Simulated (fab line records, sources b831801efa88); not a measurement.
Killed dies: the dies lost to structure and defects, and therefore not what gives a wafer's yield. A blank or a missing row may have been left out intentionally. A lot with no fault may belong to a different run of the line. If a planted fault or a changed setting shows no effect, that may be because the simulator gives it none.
Matching of chambers ; flow sky130 ; SKY_VIA4_CMP_02 on cmp-01: 4 sister chambers
The step polishes SiO2. 4 wafers are shown with their chamber, then 7 later ones without.

== EACH WAFER AND ITS CHAMBER ==
wafer;chamber;motor_current_A (A)
L981.6;2;12.5
L983.5;3;11.2
L988.3;0;11.7
L988.5;1;11.9

== WAFERS WHOSE CHAMBER IS MISSING ==
wafer;motor_current_A (A)
L988.6;11.4
L101.1;11.4
L101.2;12.2
L101.4;11.6
L102.1;12.2
L102.2;12.7
L102.4;11.5

== THE CHAMBER EACH PASSED THROUGH ==
wafer;from the rows above;in truth
L988.6;can't be placed: 3 or 0 or 1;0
L101.1;can't be placed: 3 or 0 or 1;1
L101.2;can't be placed: 1 or 2 or 0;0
L101.4;can't be placed: 0 or 1 or 3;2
L102.1;can't be placed: 1 or 2 or 0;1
L102.2;2;2
L102.4;can't be placed: 0 or 3 or 1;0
Correctly placed: 1 of 7. Not placeable from these rows: 6 (in 5, the candidates include the true chamber). Placed wrongly: 0.
How it was worked out, from the rows above alone: a wafer's distance from a chamber is the root of the sum, over the readings, of the square of ((its reading less the chamber's mean) divided by the reading's scatter). If the next closest chamber is less than 2 further off than the closest, the wafer can't be placed; otherwise it belongs to the closest. A chamber's mean is the mean of its shown wafers. The scatter: root of mean squared gap, hidden wafer to nearest shown wafer, with one shown wafer a chamber.
